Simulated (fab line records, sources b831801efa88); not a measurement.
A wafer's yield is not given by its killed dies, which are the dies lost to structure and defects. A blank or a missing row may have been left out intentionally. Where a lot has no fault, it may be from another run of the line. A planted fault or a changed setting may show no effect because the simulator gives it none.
8D (eight disciplines) problem report, filled in by code | flow gf180mcu | the parts of the form that need people (team, actions taken, sign-off) are left out

## 1. PROBLEM STATEMENT
runLengthS at GF_STI_ETCH_14 reads a mean of 88.2 s on 3 wafers of 3 lots; wafers without a fault read 131.2 s with a standard deviation of 0.33. So: -99 or more standard deviations from the usual mean.
The step: etches Si in HBr/Cl2/O2, target depth 360 nm, time 102.9 s.
First seen on wafer L649.6, day 2 17:29, on rieSi-01. At this step, 44 wafers from 15 lots have a number in the record. Rule for "out" (also "out of limits"): further than 4 standard deviations from the usual mean. All remaining wafers that have a number are taken as sound.

## 2. WHAT IT IS, WHAT IT ISN'T
question                    | is                     | is not
which readings at this step | runLengthS             | chamberPressureMTorr, drypumpMotorCurrentA, oesProductAu, throttleValvePct
which lots                  | L649, L651, L652       | L646, L647, L648, L650, L656, L661, L662, L663, L664, L665, L666, L668
which wafers of those lots  | L649.6, L651.4, L652.4 | L649.2, L649.3, L651.3, L652.1, L652.3
read on which tools         | rieSi-01               | rieSi-02
when                        | from day 2 17:29       | up to then (11 sound wafers); but 30 sound wafers of L650, L651, L652, L656, L661, L662, L663, L664, L665, L666, L668 came after

## 3. WHAT RULES OUT EACH SUSPECT
Counting: if a tool at a process step up to the reading ran every lot that is out, it stays a suspect. Sound lots after the first of them don't rule it out here, since some wafers of a struck lot are sound.
- rieSi-01 at GF_STI_ETCH_14 (etches Si in HBr/Cl2/O2, target depth 360 nm, time 102.9 s): kept. It processed each lot that is out (first: L649, day 2 17:29); up to then, its last sound lot is L648 (day 2 11:54). On those wafers its own readings are out: runLengthS.
The count leaves rieSi-01 at GF_STI_ETCH_14.

## 4. THE CAUSE (what the simulator had put in)
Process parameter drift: rieSi-01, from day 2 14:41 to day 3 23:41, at GF_STI_ETCH_14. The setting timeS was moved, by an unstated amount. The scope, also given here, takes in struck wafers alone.
After counting, this tool was the only one left.

## 5. THE CHAIN OF EFFECTS, in route order
One row per reading whose mean, taken over the struck wafers that have a number, lies over 3 standard deviations from the usual. Only readings whose record carries a usual standard deviation are examined. hours: median over the lots of the time between each lot's start at the first step of this table that gives one and its start at this step. sigmas: the change, counted in usual standard deviations.
hours | step            | reading              | usual      | on struck wafers | change | sigmas
0     | GF_STI_ETCH_14  | runLengthS           | 131.2 s    | 88.2             | -43.0  | -99 or more
0     | GF_STI_STRIP_15 | oesProductAu         | 0.383 a.u. | 0.411            | +0.028 | +6.4
0     | GF_STI_STRIP_15 | stripTimeToEndpointS | 3.70 s     | 4.27             | +0.57  | +12
Process steps it contains:
- GF_STI_ETCH_14: etches Si in HBr/Cl2/O2, target depth 360 nm, time 102.9 s.
- GF_STI_STRIP_15: strips in O2/N2.
At these later measuring or inspecting steps, every struck wafer for which the step has a row has a number for every such reading, and none has moved that far: GF_M1_CD_MEAS_14, GF_M1_OVL_MEAS_15.

## 6. WHAT WOULD HAVE CAUGHT IT SOONER
In this record no reading fell out of limits until day 2 17:29, 3 hours after the fault had begun at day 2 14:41.
